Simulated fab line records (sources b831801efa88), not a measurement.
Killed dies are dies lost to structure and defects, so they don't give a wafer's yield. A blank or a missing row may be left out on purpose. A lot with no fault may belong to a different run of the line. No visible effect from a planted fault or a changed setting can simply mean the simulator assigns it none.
Comparing a struck lot with a sound one + flow sky130 + 33 steps out of a route of 708
Sound: wafers L401.1, L401.3, L401.5. The struck wafers were L395.2, L395.3, L395.5. Last of all comes the cause.
Order at every step that has rows: each side's tool, ch and its chambers, its first start. Under that, the readings that differ: sound wafers + struck wafers + difference of the means + sigmas: that difference in standard deviations of wafers without a fault.
alike: a reading whose means differ by less than 2 such deviations, as well as words and numbers matching on both sides. not compared: withheld readings; readings where some wafer has no value; bounds like >300 that might hide an equal value; numbers whose values overlap and for which the record gives no deviation.
The two part at a step that has a row with sigmas, a row that says differs or no value, or rows on one side only. Numbers that have no deviation but don't overlap get no sigmas and don't part them. Lack of a reading on every wafer of one side parts them only where that side has two or more wafers.

first, 9 steps without rows for these wafers: SKY_METAL1_DEVELOP_14 (develop time 60 s); SKY_METAL1_DESCUM_17 (chemistry O2, time 8 s); SKY_METAL1_ETCH_18 (etches BARC in N2/H2, stops on SiO2, time 45.9 s, target depth 60 nm); SKY_METAL1_METAL_ETCH_19 (etches the open film in Cl2/BCl3, stops on SiO2, target depth 360 nm, time 78 s); SKY_METAL1_STRIP_20 (strips in O2/N2); SKY_METAL1_STRIP_21 (strips in post etch residue remover, time 1200 s); SKY_METAL1_CLEAN_22 (cleans in IPA, time 180 s); SKY_METAL1_CLEAN_23 (cleans in O3/DIW); SKY_VIA1_HDPCVD_00 (deposits SiO2, target thk 1030 nm, time 171.7 s).
SKY_VIA1_CMP_02: polishes SiO2.
  sound on cmp-02 ch 2,3, day 40 06:49; struck on cmp-01 ch 1,2, day 38 04:05
  alike: motor-current-A, platen-rpm
then, 22 steps without rows for these wafers: SKY_VIA1_DEHYDRATE_04 (time 60 s); SKY_VIA1_HMDS_05 (prime time 60 s); SKY_VIA1_COAT_06 (resist thk 60 nm); SKY_VIA1_COAT_07 (resist thk 450 nm); SKY_VIA1_SOFTBAKE_08 (time 90 s); SKY_VIA1_EXPOSE_09 (exposes mask VIM, target cd 150 nm); SKY_VIA1_PEB_10; SKY_VIA1_DEVELOP_11 (develop time 60 s); SKY_VIA1_ETCH_14 (etches BARC in N2/H2, stops on SiO2, time 45.9 s, target depth 60 nm); SKY_VIA1_ETCH_15 (etches SiO2 in C4F8/O2/Ar, stops on TiN, target depth 351 nm, time 54 s); SKY_VIA1_STRIP_16 (strips in O2/N2); SKY_VIA1_STRIP_17 (strips in post etch residue remover, time 1200 s); SKY_VIA1_CLEAN_18 (cleans in IPA, time 180 s); SKY_VIA1_CLEAN_19 (cleans in O3/DIW); SKY_VIA1_SPUTTER_20 (material TiN, target thk 20 nm, time 80 s); SKY_VIA1_CVD_21 (deposits W, target thk 270 nm, time 80.902 s); SKY_VIA1_CMP_24 (polishes, stops on SiO2, t overpolish 15 s, target thk 0 nm); SKY_METAL2_SPUTTER_00 (material Ti, target thk 15 nm, time 10 s); SKY_METAL2_SPUTTER_01 (material TiN, target thk 20 nm, time 16.7 s); SKY_METAL2_SPUTTER_02 (material AlCu, target thk 250 nm, time 13.3 s); SKY_METAL2_SPUTTER_03 (material Ti, target thk 5 nm, time 3.3 s); SKY_METAL2_SPUTTER_04 (material TiN, target thk 70 nm, time 58.3 s).
-- the record jumps here: 12 days lie between the struck wafers' starts before and after (it left off in module METAL2 and takes up again in module PAD_OPEN, whose first step shown is number 708 of the route) --
SKY_PAD_OPEN_PROBE_99:
  sound on prober-01, day 51 11:36; struck on prober-01, day 50 02:17
| reading                               | sound             | struck            | difference | sigmas |
|---------------------------------------|-------------------|-------------------|------------|--------|
| defect-limited-yield (%)              | 82.3 80.7 81.7    | 49.4 49.4 46.7    | -33.1      | -18    |
| killed_at_M0_to_M3                    | 48 52 44          | 206 203 211       | +159       | +24    |
| killed-dies                           | 87 95 90          | 249 249 262       | +163       | +18    |
| killed-on-rim                         | 8 20 18           | 43 53 49          | +33        | +9     |
| sort_bin_3_pad_short (%)              | 1.2 1.4 0.6       | 4.5 3.9 2.2       | +2.5       | +6     |
| sort_bin_5_function (%)               | 9.6 12.2 12.2     | 33.7 30.5 35.0    | +21.7      | +17    |
| sort_bin_6_memory (%)                 | 6.9 5.7 5.5       | 12.4 16.3 16.1    | +8.9       | +8     |
| sort-n-pass                           | 405 397 402       | 243 243 230       | -163       | -18    |
| sort-yield-pct (%)                    | 82.3 80.7 81.7    | 49.4 49.4 46.7    | -33.1      | -18    |
| model.etest.tester.sort-n-pass        | 405 397 402       | 243 243 230       | -163       |        |
| model.etest.tester.sort-yield-pct (%) | 82.32 80.69 81.71 | 49.39 49.39 46.75 | -33.06     |        |
| model.etest.tester.sort_bin_5_pct (%) | 9.553 12.2 12.2   | 33.74 30.49 34.96 | +21.75     |        |
| model.etest.tester.sort_bin_6_pct (%) | 6.911 5.691 5.488 | 12.4 16.26 16.06  | +8.9       |        |
| model.etest.tester.sort_bin_3_pct (%) | 1.22 1.423 0.6098 | 4.472 3.862 2.236 | +2.439     |        |
  alike: killed_at_M4_up, killed-at-contacts, killed-at-front-end, killed-at-other, killed-open, killed-short

## WHERE THEY PART
Within this record, at SKY_PAD_OPEN_PROBE_99 only.

WHY: the cause the simulator had injected
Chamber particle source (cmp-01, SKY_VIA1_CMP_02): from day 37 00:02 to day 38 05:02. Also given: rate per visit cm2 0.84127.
